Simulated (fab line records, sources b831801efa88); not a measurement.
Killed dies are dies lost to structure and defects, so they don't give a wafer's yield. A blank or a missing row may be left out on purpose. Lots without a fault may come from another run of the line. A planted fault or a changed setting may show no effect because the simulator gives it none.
Which tool did it? | flow sfq_line | 14 lots, 42 wafers sampled, at 2 steps of a route of 325

WHAT THE GAUGES READ, wafer by wafer
SFQ_I1_OVL_MEAS_913. Usual: I1_OVL 3 nm, standard deviation 5.7.
lot  | measured     | on         | I1_OVL (nm) | flag
L552 | day 29 01:10 | overlay-02 | 9 9 1       |
L553 | day 29 14:20 | overlay-02 | 5 2 12      |
L554 | day 29 21:23 | overlay-01 | -5 7 1      |
L556 | day 30 21:22 | overlay-01 | 1 1 -6      |
L557 | day 31 02:10 | overlay-01 | 6 1 6       |
L564 | day 33 01:01 | overlay-01 | 4 -2 0      |
L565 | day 33 04:44 | overlay-02 | 6 1 9       |
L568 | day 34 08:20 | overlay-01 | 2 -6 -3     |
L570 | day 36 05:51 | overlay-02 | 1 7 6       |
L571 | day 37 07:02 | overlay-01 | -2 -1 6     |
L572 | day 37 21:14 | overlay-02 | 4 8 5       |
L573 | day 38 20:02 | overlay-02 | -2 3 4      |
L574 | day 38 22:26 | overlay-02 | -5 -2 -5    |
L575 | day 39 12:45 | overlay-01 | -3 -7 -9    |

WHICH TOOL RAN EACH LOT (tool, then ch and the chambers of the sampled wafers, then the start)
lot  | SFQ_TRILAYER_I0_VIA_STRIP_STRIP_035
L552 | rie_metal-02 ch 0,1, day 16 04:46
L553 | rie_metal-02 ch 0,1, day 16 16:34
L554 | rie_metal-03 ch 0,1, day 16 21:34
L556 | rie_metal-04 ch 0,1, day 18 02:22
L557 | rie_metal-03 ch 0,1, day 18 07:06
L564 | rie_metal-03 ch 0,1, day 20 19:35
L565 | rie_metal-04 ch 1, day 20 23:11
L568 | rie_metal-03 ch 0,1, day 22 21:46
L570 | rie_metal-02 ch 0,1, day 24 02:34
L571 | rie_metal-02 ch 0,1, day 24 14:22
L572 | rie_metal-03 ch 0,1, day 24 22:46
L573 | rie_metal-04 ch 0,1, day 25 17:36
L574 | rie_metal-04 ch 0,1, day 26 00:48
L575 | rie_metal-03 ch 0,1, day 26 22:58
- SFQ_TRILAYER_I0_VIA_STRIP_STRIP_035: strips in O2.

WHAT THE TOOLS THEMSELVES READ (means of the sampled wafers that have a number; where no wafer has one, the mark that the record gives instead)
SFQ_TRILAYER_I0_VIA_STRIP_STRIP_035. Usual: drypump_motor_current_A 6.2 A, standard deviation 0.33; oes_product_au 1.001 a.u., standard deviation 0.0066.
lot  | tool         | drypump_motor_current_A (A) | oes_product_au (a.u.) | flag
L552 | rie_metal-02 | 5.9                         | 1.000                 |
L553 | rie_metal-02 | 5.7                         | 1.006                 |
L554 | rie_metal-03 | 6.2                         | 1.003                 |
L556 | rie_metal-04 | 6.5                         | 1.008                 |
L557 | rie_metal-03 | 6.3                         | 0.996                 |
L564 | rie_metal-03 | 6.3                         | 0.999                 |
L565 | rie_metal-04 | 6.6                         | 0.996                 |
L568 | rie_metal-03 | 6.3                         | 0.998                 |
L570 | rie_metal-02 | 5.9                         | 0.999                 |
L571 | rie_metal-02 | 5.8                         | 1.002                 |
L572 | rie_metal-03 | 6.2                         | 1.001                 |
L573 | rie_metal-04 | 6.6                         | 1.000                 |
L574 | rie_metal-04 | 6.5                         | 1.002                 |
L575 | rie_metal-03 | 6.3                         | 1.001                 |

THE ANSWER, worked out from the rows above alone
Rule: a lot is off if the mean of its wafers that have a number lies more than 3 standard deviations from the usual mean. A lot without any number at a reading at which 4 lots or more have one is off too. The other lots that the step has rows for count as sound. The gauges are gone through in route order, then the tools' own readings, and for those a lot's mean is taken as printed above. The first step at which some lot is off is used, and at that step the reading that is off furthest; a lot without a number counts as furthest.
No lot is off at any reading shown: from this, nothing can be told.

WHAT THE SIMULATOR HAD PUT IN
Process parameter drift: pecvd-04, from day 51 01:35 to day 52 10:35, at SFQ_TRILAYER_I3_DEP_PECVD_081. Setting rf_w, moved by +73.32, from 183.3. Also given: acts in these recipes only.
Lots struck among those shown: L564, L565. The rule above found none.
